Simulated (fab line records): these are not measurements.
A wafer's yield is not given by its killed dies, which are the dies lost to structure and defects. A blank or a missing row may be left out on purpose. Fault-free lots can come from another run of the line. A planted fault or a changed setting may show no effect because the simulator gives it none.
Matching of chambers + flow gf180mcu + GF_M5_ETCH_09 on rieDiel-04 has 4 sister chambers
The step etches Si3N4 in CF4/O2, target depth 52 nm, time 11.6 s. 4 wafers are shown with their chamber, then 6 later ones without.

== WAFERS WITH THEIR CHAMBER ==
| wafer  | chamber | drypumpMotorCurrentA (A) |
|--------|---------|--------------------------|
| L303.3 | 1       | 5.2                      |
| L307.6 | 2       | 6.2                      |
| L312.2 | 0       | 5.4                      |
| L312.4 | 3       | 6.1                      |

== WAFERS WHOSE CHAMBER IS MISSING ==
| wafer  | drypumpMotorCurrentA (A) |
|--------|--------------------------|
| L321.2 | 6.2                      |
| L321.4 | 5.4                      |
| L321.5 | 5.2                      |
| L322.1 | 6.0                      |
| L322.4 | 5.2                      |
| L322.6 | 6.0                      |

== CHAMBER TAKEN BY EACH ==
| wafer  | from the rows above     | in truth |
|--------|-------------------------|----------|
| L321.2 | can't be placed: 2 or 3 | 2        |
| L321.4 | 0                       | 0        |
| L321.5 | 1                       | 1        |
| L322.1 | can't be placed: 3 or 2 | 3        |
| L322.4 | 1                       | 1        |
| L322.6 | can't be placed: 3 or 2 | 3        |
3 of 6 placed correctly. These rows do not allow placing 3 (true chamber among the candidates in 3). 0 placed wrongly.
How it was worked out, from the rows above alone: a wafer's distance from a chamber is the root of the sum, over the readings, of the square of ((its reading less the chamber's mean) divided by the reading's scatter). If the next closest chamber is less than 2 further off than the closest, the wafer can't be placed; otherwise it belongs to the closest. A chamber's mean is the mean of its shown wafers. The scatter (one wafer shown for each chamber): square how far every hidden wafer sits from the nearest shown wafer, average those squares and take the square root.
